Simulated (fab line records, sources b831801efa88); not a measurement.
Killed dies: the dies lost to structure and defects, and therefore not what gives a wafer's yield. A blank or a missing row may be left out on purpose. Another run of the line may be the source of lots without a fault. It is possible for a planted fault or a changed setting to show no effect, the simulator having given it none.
fab line records + flow sky130
record:
- lots: 5
- wafers: 15
- last-day: 50
route steps=708 shown FIELD_ISO@30 NWELL@32 DNWELL@35 PWDE@45
lots that met no fault: taken from a fault-free run of the same line
start-h: hours from the record's first day to the start of the lot's first wafer shown + wait-h: hours since the lot's step before + " unchanged from the row above + L1.1+2: a single row standing in for several wafers + - value missing, or start not given + * or withheld: withheld + < > ~ a bound
route shown NAME@n: names a module that has steps shown in the file, with the first one's number in the route + usual: mean and standard deviation over wafers with no fault + same: alike in all rows + chamber/n: place in a boat + sites: readings site by site + _std_site: their standard deviation + _edge_site: inner sites' mean taken away from outer sites' mean + radius-mm: for every site, how far away it sits from the centre of the wafer + mask NAME#n: copy n + behind: the last tool/chamber to shape the wafer + hold: why the lot went on hold/how many hours it stayed there/how the hold came to an end + device: the transistor (n, p or np) that didn't switch + end of line: tests of these same wafers at the route's end + for a step that has no rows: nothing shown but its recipe + killed: dies that structure and defects cost at the first sort, which is not the same as the wafer's yield + map: a wafer's dies, x killed, . not, _ none there
set.NAME: the run value of the setting; set.NAME@STEP: its run value at that earlier step + model.NAME: the simulator's own value behind a step, which no gauge read
lots at selected steps of the route; one table per step, one row per wafer
services: when a tool's chamber went out of use (start-h, in hours from the record's first day, below 0 if earlier), for how many hours, and the reason
== steps ==
step: SKY_FIELD_ISO_WET_ETCH_29
recipe:
- chemistry: H3PO4
- target-depth-nm: 160
- target: Si3N4
- temp-c: 160
- time-s: 1825
| lot.wafer  | tool         | chamber | start-h | wait-h |
|------------|--------------|---------|---------|--------|
| L076.3+4+6 | wet-bench-02 | 0       | 48.19   | 0.0    |
| L077.2+5+6 | wet-bench-02 | 2       | 48.19   | 0.0    |
| L083.2+3+6 | wet-bench-02 | 1       | 81.32   | 0.0    |
| L095.1+4+5 | wet-bench-04 | 1       | 143.99  | 0.0    |
| L096.1+3+5 | wet-bench-04 | 1       | 146.39  | 0.0    |
step: SKY_FIELD_ISO_WET_ETCH_30
recipe:
- chemistry: dHF
- target-depth-nm: 25
- target: SiO2
- dilution: 10:1
- temp-c: 25
- time-s: 50
| lot.wafer  | tool         | chamber | start-h | wait-h |
|------------|--------------|---------|---------|--------|
| L076.3+4+6 | wet-bench-03 | 0       | 48.70   | 0.0    |
| L077.2+5+6 | wet-bench-03 | 3       | 48.70   | 0.0    |
| L083.2+3+6 | wet-bench-03 | 1       | 81.83   | 0.0    |
| L095.1+4+5 | wet-bench-02 | 1       | 144.51  | 0.0    |
| L096.1+3+5 | wet-bench-03 | 3       | 146.91  | 0.0    |
step: SKY_NWELL_CLEAN_00
recipe:
- chemistry: SC1/SC2
- mix: 1:4:20
- temp-c: 70
- time-s: 150
- dry: n2-spin
| lot.wafer  | tool         | chamber | start-h | wait-h |
|------------|--------------|---------|---------|--------|
| L076.3+4+6 | wet-bench-02 | 3       | 48.73   | 0.0    |
| L077.2+5+6 | wet-bench-02 | 1       | 48.73   | 0.0    |
| L083.2+3+6 | wet-bench-04 | 0       | 81.85   | 0.0    |
| L095.1+4+5 | wet-bench-03 | 3       | 144.53  | 0.0    |
| L096.1+3+5 | wet-bench-02 | 2       | 146.93  | 0.0    |
step: SKY_NWELL_OXIDATION_01
recipe:
- temp-c: 900
- ambient: O2
- stabilise-s: 600
- purge-s: 300
- target-thk-a: 100
- ox-time-s: 1418
| lot.wafer  | tool       | chamber | start-h | wait-h |
|------------|------------|---------|---------|--------|
| L076.3+4+6 | furnace-02 | 0       | 48.78   | 0.0    |
| L077.2+5+6 | furnace-02 | 0       | 48.78   | 0.0    |
| L083.2+3+6 | furnace-01 | 0       | 83.52   | 1.6    |
| L095.1+4+5 | furnace-02 | 0       | 144.58  | 0.0    |
| L096.1+3+5 | furnace-02 | 0       | 148.85  | 1.9    |
step: SKY_NWELL_THK_MEAS_02
recipe:
- reads: SiO2_of_NWELL_OXIDATION_01
usual:
- NWELL_OXIDATION_THK: 10.12/0.19
| lot.wafer | tool          | chamber | start-h | wait-h | NWELL_OXIDATION_THK[nm] |
|-----------|---------------|---------|---------|--------|-------------------------|
| L077.2    | film-metro-04 | -       | 50.18   | 0.0    | 10.11                   |
| L077.5    | "             | -       | "       | "      | 10.04                   |
| L077.6    | "             | -       | "       | "      | 10.07                   |
| L076.3    | film-metro-02 | -       | 50.19   | 0.0    | 10.43                   |
| L076.4    | "             | -       | "       | "      | 10.50                   |
| L076.6    | "             | -       | "       | "      | 10.54                   |
| L083.2    | film-metro-03 | -       | 84.92   | 0.0    | 10.36                   |
| L083.3    | "             | -       | "       | "      | 10.14                   |
| L083.6    | "             | -       | "       | "      | 10.39                   |
| L095.1    | film-metro-03 | -       | 145.98  | 0.0    | 10.09                   |
| L095.4    | "             | -       | "       | "      | 10.06                   |
| L095.5    | "             | -       | "       | "      | 10.04                   |
| L096.1    | film-metro-03 | -       | 150.25  | 0.0    | 10.36                   |
| L096.3    | "             | -       | "       | "      | 10.34                   |
| L096.5    | "             | -       | "       | "      | 10.11                   |
step: SKY_DNWELL_DEHYDRATE_00
recipe:
- temp-c: 200
- time-s: 60
usual:
- plate-temp-C: 199.96/0.15
| lot.wafer | tool           | chamber | start-h | wait-h | plate-temp-C |
|-----------|----------------|---------|---------|--------|--------------|
| L076.3    | litho-track-03 | 0       | 57.10   | 6.9    | 200.00       |
| L076.4    | "              | 0       | "       | "      | 199.90       |
| L076.6    | "              | 0       | "       | "      | 199.75       |
| L077.2    | litho-track-01 | 0       | 57.12   | 6.9    | 199.76       |
| L077.5    | "              | 0       | "       | "      | 199.89       |
| L077.6    | "              | 0       | "       | "      | 199.96       |
| L083.2    | litho-track-03 | 0       | 92.87   | 7.9    | 200.01       |
| L083.3    | "              | 0       | "       | "      | 200.26       |
| L083.6    | "              | 0       | "       | "      | 200.03       |
| L095.1    | litho-track-04 | 0       | 155.23  | 9.2    | 199.84       |
| L095.4    | "              | 0       | "       | "      | 199.93       |
| L095.5    | "              | 0       | "       | "      | 200.12       |
| L096.1    | litho-track-01 | 0       | 159.54  | 9.3    | 199.82       |
| L096.3    | "              | 0       | "       | "      | 199.79       |
| L096.5    | "              | 0       | "       | "      | 199.84       |
step: SKY_DNWELL_HMDS_01
recipe:
- prime-time-s: 60
- prime-temp-c: 120
| lot.wafer  | tool           | chamber | start-h | wait-h |
|------------|----------------|---------|---------|--------|
| L076.3+4+6 | litho-track-03 | 0       | 57.25   | 0.1    |
| L077.2+5+6 | litho-track-01 | 0       | 57.27   | 0.1    |
| L083.2+3+6 | litho-track-03 | 0       | 93.02   | 0.1    |
| L095.1+4+5 | litho-track-04 | 0       | 155.38  | 0.1    |
| L096.1+3+5 | litho-track-01 | 0       | 159.69  | 0.1    |
step: SKY_DNWELL_COAT_02
recipe:
- spin-rpm: 2000
- resist-thk-nm: 3000
| lot.wafer  | tool           | chamber | start-h | wait-h |
|------------|----------------|---------|---------|--------|
| L076.3+4+6 | litho-track-03 | 0       | 57.40   | 0.1    |
| L077.2+5+6 | litho-track-01 | 0       | 57.42   | 0.1    |
| L083.2+3+6 | litho-track-03 | 0       | 93.17   | 0.1    |
| L095.1+4+5 | litho-track-04 | 0       | 155.53  | 0.1    |
| L096.1+3+5 | litho-track-01 | 0       | 159.84  | 0.1    |
step: SKY_DNWELL_SOFTBAKE_03
recipe:
- temp-c: 110
- time-s: withheld
usual:
- plate-temp-C: 110.01/0.13
| lot.wafer | tool           | chamber | start-h | wait-h | plate-temp-C |
|-----------|----------------|---------|---------|--------|--------------|
| L076.3    | litho-track-03 | 0       | 57.56   | 0.1    | 110.11       |
| L076.4    | "              | 0       | "       | "      | 109.60       |
| L076.6    | "              | 0       | "       | "      | 110.10       |
| L077.2    | litho-track-01 | 0       | 57.57   | 0.1    | 109.81       |
| L077.5    | "              | 0       | "       | "      | 109.92       |
| L077.6    | "              | 0       | "       | "      | 110.03       |
| L083.2    | litho-track-03 | 0       | 93.33   | 0.1    | 110.12       |
| L083.3    | "              | 0       | "       | "      | 110.02       |
| L083.6    | "              | 0       | "       | "      | 110.05       |
| L095.1    | litho-track-04 | 0       | 155.68  | 0.1    | 110.29       |
| L095.4    | "              | 0       | "       | "      | 110.24       |
| L095.5    | "              | 0       | "       | "      | 109.95       |
| L096.1    | litho-track-01 | 0       | 159.99  | 0.1    | 109.90       |
| L096.3    | "              | 0       | "       | "      | 110.21       |
| L096.5    | "              | 0       | "       | "      | 110.11       |
step: SKY_DNWELL_EXPOSE_04
recipe:
- mask-id: DNM
- na: 0.57
- target-cd-nm: 3000
- dose-mj: 222
| lot.wafer  | tool             | chamber | start-h | wait-h | mask  |
|------------|------------------|---------|---------|--------|-------|
| L076.3+4+6 | iline-stepper-02 | 0       | -       | -      | DNM#0 |
| L077.2+5+6 | iline-stepper-02 | 0       | -       | -      | DNM#0 |
| L083.2+3+6 | iline-stepper-02 | 0       | -       | -      | DNM#0 |
| L095.1+4+5 | iline-stepper-01 | 0       | -       | -      | DNM#0 |
| L096.1+3+5 | iline-stepper-02 | 0       | -       | -      | DNM#0 |
step: SKY_DNWELL_PEB_05
recipe:
- temp-c: 115
- time-s: withheld
usual:
- plate-temp-C: 115.01/0.14
| lot.wafer | tool           | chamber | start-h | wait-h | plate-temp-C |
|-----------|----------------|---------|---------|--------|--------------|
| L076.3    | litho-track-03 | 0       | -       | -      | 114.84       |
| L076.4    | "              | 0       | "       | "      | 114.96       |
| L076.6    | "              | 0       | "       | "      | 114.85       |
| L077.2    | litho-track-04 | 0       | -       | -      | 115.23       |
| L077.5    | "              | 0       | "       | "      | 115.08       |
| L077.6    | "              | 0       | "       | "      | 115.03       |
| L083.2    | litho-track-03 | 0       | -       | -      | 115.01       |
| L083.3    | "              | 0       | "       | "      | 115.03       |
| L083.6    | "              | 0       | "       | "      | 115.02       |
| L095.1    | litho-track-04 | 0       | -       | -      | 115.17       |
| L095.4    | "              | 0       | "       | "      | 115.30       |
| L095.5    | "              | 0       | "       | "      | 115.06       |
| L096.1    | litho-track-03 | 0       | -       | -      | 114.95       |
| L096.3    | "              | 0       | "       | "      | 114.96       |
| L096.5    | "              | 0       | "       | "      | 114.97       |
step: SKY_DNWELL_DEVELOP_06
recipe:
- wall-angle-deg: 90
- developer: TMAH
- develop-time-s: 60
- dev-temp-c: 23
| lot.wafer  | tool           | chamber | start-h | wait-h |
|------------|----------------|---------|---------|--------|
| L076.3+4+6 | litho-track-03 | 0       | -       | -      |
| L077.2+5+6 | litho-track-04 | 0       | -       | -      |
| L083.2+3+6 | litho-track-03 | 0       | -       | -      |
| L095.1+4+5 | litho-track-04 | 0       | -       | -      |
| L096.1+3+5 | litho-track-03 | 0       | -       | -      |
step: SKY_DNWELL_IMPLANT_07
recipe:
- species: P
- energy-kev: withheld
- dose-cm2: withheld
- tilt-deg: withheld
| lot.wafer  | tool         | chamber | start-h | wait-h |
|------------|--------------|---------|---------|--------|
| L076.3+4+6 | implanter-03 | 0       | 66.25   | -      |
| L077.2+5+6 | implanter-01 | 0       | 66.26   | -      |
| L083.2+3+6 | implanter-01 | 0       | 101.57  | -      |
| L095.1+4+5 | implanter-03 | 0       | 165.83  | -      |
| L096.1+3+5 | implanter-01 | 0       | 170.35  | -      |
step: SKY_DNWELL_STRIP_08
recipe:
- chemistry: O2/N2
- power-w: 1400
- pressure-mtorr: 1500
- platen-temp-c: withheld
- o2-flow-sccm: 3000
- n2-flow-sccm: 300
- overash-fraction: 0.5
usual:
- chamber-pressure-mTorr: 1500.0/1.4
- drypump-motor-current-A: 5.8/0.59
- n2-flow-sccm: 300.0/1.1
- oes-product-au: 0.722/0.0052
- strip-time-to-endpoint-s: 36.95/0.093
| lot.wafer | tool            | chamber | start-h | wait-h | chamber-pressure-mTorr | drypump-motor-current-A | n2-flow-sccm | oes-product-au | rf-hours-counter-h | strip-time-to-endpoint-s |
|-----------|-----------------|---------|---------|--------|------------------------|-------------------------|--------------|----------------|--------------------|--------------------------|
| L076.3    | plasma-asher-04 | 0       | 66.38   | 0.1    | 1500.0                 | 4.7                     | 299.7        | 0.719          | -                  | 37.00                    |
| L076.4    | "               | 1       | "       | "      | 1499.7                 | 5.4                     | 299.2        | 0.714          | -                  | 37.02                    |
| L076.6    | "               | 0       | "       | "      | 1498.6                 | 4.7                     | 299.6        | 0.726          | -                  | 36.93                    |
| L077.2    | plasma-asher-01 | 1       | 66.39   | 0.1    | 1501.4                 | 5.7                     | 299.9        | 0.720          | 38                 | 37.10                    |
| L077.5    | "               | 1       | "       | "      | 1501.4                 | 5.7                     | 300.1        | 0.719          | -                  | 36.95                    |
| L077.6    | "               | 0       | "       | "      | 1499.2                 | 5.8                     | 300.5        | 0.722          | -                  | 36.93                    |
| L083.2    | plasma-asher-02 | 1       | 101.70  | 0.1    | 1501.1                 | 6.1                     | 300.1        | 0.725          | 42                 | 36.93                    |
| L083.3    | "               | 1       | "       | "      | 1498.9                 | 6.1                     | 299.9        | 0.726          | -                  | 36.89                    |
| L083.6    | "               | 1       | "       | "      | 1498.8                 | 6.1                     | 298.1        | 0.716          | -                  | 36.96                    |
| L095.1    | plasma-asher-04 | 0       | 165.98  | 0.1    | 1497.8                 | 4.7                     | 300.2        | 0.723          | 34                 | 37.01                    |
| L095.4    | "               | 0       | "       | "      | 1500.2                 | 4.7                     | 300.6        | 0.726          | -                  | 36.98                    |
| L095.5    | "               | 1       | "       | "      | 1499.7                 | 5.3                     | 298.5        | 0.713          | -                  | 36.96                    |
| L096.1    | plasma-asher-01 | 1       | 170.50  | 0.1    | 1501.2                 | 5.6                     | 301.0        | 0.723          | 49                 | 37.05                    |
| L096.3    | "               | 0       | "       | "      | 1499.3                 | 5.8                     | 302.0        | 0.727          | -                  | 37.05                    |
| L096.5    | "               | 0       | "       | "      | 1501.7                 | 5.8                     | 301.0        | 0.729          | -                  | 37.03                    |
step: SKY_DNWELL_TW_MEAS_09
usual:
- DNWELL_TW: 1123/7
| lot.wafer | tool          | chamber | start-h | wait-h | DNWELL_TW |
|-----------|---------------|---------|---------|--------|-----------|
| L076.3    | film-metro-03 | -       | 66.47   | 0.1    | 1129      |
| L076.4    | "             | -       | "       | "      | 1124      |
| L076.6    | "             | -       | "       | "      | 1124      |
| L077.2    | film-metro-04 | -       | 66.50   | 0.1    | 1131      |
| L077.5    | "             | -       | "       | "      | 1129      |
| L077.6    | "             | -       | "       | "      | 1130      |
| L083.2    | film-metro-03 | -       | 101.81  | 0.1    | 1124      |
| L083.3    | "             | -       | "       | "      | 1128      |
| L083.6    | "             | -       | "       | "      | 1127      |
| L095.1    | film-metro-02 | -       | 166.08  | 0.1    | 1118      |
| L095.4    | "             | -       | "       | "      | 1104      |
| L095.5    | "             | -       | "       | "      | 1110      |
| L096.1    | film-metro-02 | -       | 170.60  | 0.1    | 1123      |
| L096.3    | "             | -       | "       | "      | 1128      |
| L096.5    | "             | -       | "       | "      | 1125      |
step: SKY_PWDE_DEHYDRATE_00
recipe:
- temp-c: 200
- time-s: 60
usual:
- plate-temp-C: 199.98/0.18
| lot.wafer | tool           | chamber | start-h | wait-h | plate-temp-C |
|-----------|----------------|---------|---------|--------|--------------|
| L076.3    | litho-track-02 | 0       | 74.13   | 7.7    | 199.96       |
| L076.4    | "              | 0       | "       | "      | 199.88       |
| L076.6    | "              | 0       | "       | "      | 199.86       |
| L077.2    | litho-track-04 | 0       | 74.46   | 8.0    | 199.95       |
| L077.5    | "              | 0       | "       | "      | 199.91       |
| L077.6    | "              | 0       | "       | "      | 200.17       |
| L083.2    | litho-track-04 | 0       | 110.46  | 8.6    | 199.94       |
| L083.3    | "              | 0       | "       | "      | 199.80       |
| L083.6    | "              | 0       | "       | "      | 200.05       |
| L095.1    | litho-track-03 | 0       | 175.35  | 9.3    | 199.91       |
| L095.4    | "              | 0       | "       | "      | 200.19       |
| L095.5    | "              | 0       | "       | "      | 200.11       |
| L096.1    | litho-track-03 | 0       | 180.50  | 9.9    | 199.92       |
| L096.3    | "              | 0       | "       | "      | 200.02       |
| L096.5    | "              | 0       | "       | "      | 200.11       |
step: SKY_PWDE_HMDS_01
recipe:
- prime-time-s: 60
- prime-temp-c: 120
| lot.wafer  | tool           | chamber | start-h | wait-h |
|------------|----------------|---------|---------|--------|
| L076.3+4+6 | litho-track-02 | 0       | 74.28   | 0.1    |
| L077.2+5+6 | litho-track-04 | 0       | 74.61   | 0.1    |
| L083.2+3+6 | litho-track-04 | 0       | 110.61  | 0.1    |
| L095.1+4+5 | litho-track-03 | 0       | 175.50  | 0.1    |
| L096.1+3+5 | litho-track-03 | 0       | 180.65  | 0.1    |
step: SKY_PWDE_COAT_02
recipe:
- spin-rpm: 2000
- resist-thk-nm: 3000
| lot.wafer  | tool           | chamber | start-h | wait-h |
|------------|----------------|---------|---------|--------|
| L076.3+4+6 | litho-track-02 | 0       | 74.43   | 0.1    |
| L077.2+5+6 | litho-track-04 | 0       | 74.76   | 0.1    |
| L083.2+3+6 | litho-track-04 | 0       | 110.76  | 0.1    |
| L095.1+4+5 | litho-track-03 | 0       | 175.65  | 0.1    |
| L096.1+3+5 | litho-track-03 | 0       | 180.80  | 0.1    |
step: SKY_PWDE_SOFTBAKE_03
recipe:
- temp-c: 110
- time-s: withheld
usual:
- plate-temp-C: 110.02/0.11
| lot.wafer | tool           | chamber | start-h | wait-h | plate-temp-C |
|-----------|----------------|---------|---------|--------|--------------|
| L076.3    | litho-track-02 | 0       | 74.60   | 0.1    | 110.17       |
| L076.4    | "              | 0       | "       | "      | 109.97       |
| L076.6    | "              | 0       | "       | "      | 110.10       |
| L077.2    | litho-track-04 | 0       | 74.92   | 0.1    | 110.14       |
| L077.5    | "              | 0       | "       | "      | 110.21       |
| L077.6    | "              | 0       | "       | "      | 109.87       |
| L083.2    | litho-track-04 | 0       | 110.92  | 0.1    | 109.98       |
| L083.3    | "              | 0       | "       | "      | 110.13       |
| L083.6    | "              | 0       | "       | "      | 109.97       |
| L095.1    | litho-track-03 | 0       | 175.80  | 0.1    | 110.17       |
| L095.4    | "              | 0       | "       | "      | 110.08       |
| L095.5    | "              | 0       | "       | "      | 110.05       |
| L096.1    | litho-track-03 | 0       | 180.95  | 0.1    | 110.02       |
| L096.3    | "              | 0       | "       | "      | 109.94       |
| L096.5    | "              | 0       | "       | "      | 110.09       |
step: SKY_PWDE_EXPOSE_04
recipe:
- mask-id: PWDEM
- na: 0.6
- source-shape: conventional
- sigma-outer: 0.6
- polarization: unpolarized
- target-cd-nm: 840
- dose-mj: 214
| lot.wafer  | tool             | chamber | start-h | wait-h | mask    |
|------------|------------------|---------|---------|--------|---------|
| L076.3+4+6 | iline-stepper-01 | 0       | -       | -      | PWDEM#0 |
| L077.2+5+6 | iline-stepper-01 | 0       | -       | -      | PWDEM#0 |
| L083.2+3+6 | iline-stepper-02 | 0       | -       | -      | PWDEM#0 |
| L095.1+4+5 | iline-stepper-02 | 0       | -       | -      | PWDEM#0 |
| L096.1+3+5 | iline-stepper-02 | 0       | -       | -      | PWDEM#0 |
== services ==
| tool             | chamber | start-h | hours | kind   |
|------------------|---------|---------|-------|--------|
| plasma-asher-04  | -       | 37.33   | 2.8   | pm     |
| furnace-02       | -       | 41.63   | 3.2   | pm     |
| implanter-01     | -       | 50.55   | 2.0   | pm     |
| furnace-02       | -       | 81.63   | 2.2   | pm     |
| furnace-02       | -       | 83.87   | 4.2   | pm     |
| wet-bench-04     | -       | 115.52  | 26.2  | pm     |
| implanter-01     | -       | 121.13  | 2.7   | pm     |
| plasma-asher-01  | -       | 127.37  | 2.8   | pm     |
| implanter-01     | -       | 133.10  | 0.6   | repair |
| implanter-01     | -       | 143.07  | 13.5  | pm     |
| furnace-01       | -       | 152.93  | 3.5   | pm     |
| iline-stepper-01 | -       | 163.55  | 8.9   | pm     |
| implanter-01     | -       | 165.64  | 0.5   | repair |
| iline-stepper-02 | -       | 172.50  | 1.7   | pm     |
| wet-bench-04     | -       | 174.32  | 1.9   | repair |
| plasma-asher-01  | -       | 178.17  | 14.6  | pm     |
== key ==
fault none
